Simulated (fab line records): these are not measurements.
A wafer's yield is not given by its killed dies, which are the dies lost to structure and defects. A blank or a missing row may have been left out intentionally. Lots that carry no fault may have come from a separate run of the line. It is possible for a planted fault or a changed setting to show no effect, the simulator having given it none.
The tool behind it: which one? + flow gf180mcu + 39 wafers from 13 lots sampled at 3 of the route's 602 steps

## WHAT THE GAUGES SHOWED, per wafer
GF_MVSD_OVL_MEAS_07. Usual: MVSD_OVL 0.1 nm, standard deviation 0.98.
| lot  | measured    | on         | MVSD_OVL (nm)  | flag |
|------|-------------|------------|----------------|------|
| L519 | day 4 09:04 | overlay-01 | 1.5 1.3 1.7    |      |
| L520 | day 4 14:46 | overlay-02 | -0.4 0.1 0.0   |      |
| L521 | day 4 20:50 | overlay-01 | 0.8 1.4 1.1    |      |
| L522 | day 5 00:40 | overlay-02 | -1.8 -1.5 -0.8 |      |
| L524 | day 5 14:16 | overlay-02 | 1.2 0.3 -1.4   |      |
| L526 | day 6 03:01 | overlay-01 | -0.8 0.5 -0.4  |      |
| L530 | day 7 02:52 | overlay-02 | -0.8 -2.0 -0.9 |      |
| L531 | day 7 09:41 | overlay-01 | 2.7 1.1 1.8    |      |
| L532 | day 7 14:46 | overlay-02 | 0.1 -0.8 0.6   |      |
| L535 | day 8 08:16 | overlay-01 | 0.7 0.3 1.0    |      |
| L540 | day 9 13:07 | overlay-02 | -1.0 -0.1 -0.1 |      |
| L541 | day 9 18:22 | overlay-02 | -1.0 -0.4 0.0  |      |
| L542 | day 9 22:07 | overlay-02 | 1.3 0.7 2.1    |      |

GF_VT_IMPLANT_OVL_MEAS_07. Usual: VT_IMPLANT_OVL -0.3 nm, standard deviation 1.5.
| lot  | measured     | on         | VT_IMPLANT_OVL (nm) | flag |
|------|--------------|------------|---------------------|------|
| L519 | day 5 13:14  | overlay-02 | -0.6 -0.4 -1.4      |      |
| L520 | day 5 19:34  | overlay-02 | -1.6 -2.3 -0.8      |      |
| L521 | day 6 02:10  | overlay-02 | -3.3 -2.2 -2.4      |      |
| L522 | day 6 06:16  | overlay-02 | 1.2 2.6 1.9         |      |
| L524 | day 6 21:43  | overlay-01 | 0.6 1.2 1.3         |      |
| L526 | day 7 10:10  | overlay-02 | -1.5 0.3 -3.0       |      |
| L530 | day 8 10:25  | overlay-01 | -0.3 -0.2 -0.6      |      |
| L531 | day 8 18:26  | overlay-02 | -1.3 0.9 -0.6       |      |
| L532 | day 9 00:40  | overlay-01 | 0.6 -0.6 -0.3       |      |
| L535 | day 9 18:46  | overlay-02 | -0.6 0.3 -0.6       |      |
| L540 | day 10 23:55 | overlay-01 | 0.3 0.8 0.5         |      |
| L541 | day 11 06:23 | overlay-01 | 0.3 -0.4 -2.1       |      |
| L542 | day 11 10:52 | overlay-01 | 1.5 1.2 2.3         |      |

## TOOL THAT RAN EACH LOT (tool first, then ch and the chambers of the sampled wafers, then the start)
| lot  | GF_MVPSD_EXPOSE_04                  |
|------|-------------------------------------|
| L519 | iline-stepper-01 ch 0, day 4 16:17  |
| L520 | iline-stepper-02 ch 0, day 4 21:53  |
| L521 | iline-stepper-01 ch 0, day 5 04:44  |
| L522 | iline-stepper-02 ch 0, day 5 08:26  |
| L524 | iline-stepper-02 ch 0, day 5 22:05  |
| L526 | iline-stepper-01 ch 0, day 6 10:46  |
| L530 | iline-stepper-01 ch 0, day 7 11:10  |
| L531 | iline-stepper-01 ch 0, day 7 17:40  |
| L532 | iline-stepper-01 ch 0, day 7 23:13  |
| L535 | iline-stepper-01 ch 0, day 8 17:32  |
| L540 | iline-stepper-02 ch 0, day 9 21:40  |
| L541 | iline-stepper-01 ch 0, day 10 03:09 |
| L542 | iline-stepper-02 ch 0, day 10 07:37 |
- GF_MVPSD_EXPOSE_04: exposes mask MVPSD, target cd 1000 nm.

## WHAT THE TOOLS THEMSELVES READ (means of the sampled wafers that have a number; where no wafer has one, the mark that the record gives instead)
The record holds no such reading with a usual standard deviation.

## THE ANSWER, worked out from the rows above alone
Rule: a lot counts as off when the mean over its wafers that have a number is more than 3 standard deviations away from the usual mean. A lot without any number at a reading at which 4 lots or more have one is off too. The other lots that the step has rows for count as sound. After the gauges, taken in route order, come the tools' own readings; for these a lot's mean is taken, as printed above. The first step at which some lot is off is used, and at that step the reading that is off furthest; a lot without a number counts as furthest.
No lot is off on any of the readings shown, so nothing can be concluded from this.

## WHAT HAD BEEN PUT IN BY THE SIMULATOR
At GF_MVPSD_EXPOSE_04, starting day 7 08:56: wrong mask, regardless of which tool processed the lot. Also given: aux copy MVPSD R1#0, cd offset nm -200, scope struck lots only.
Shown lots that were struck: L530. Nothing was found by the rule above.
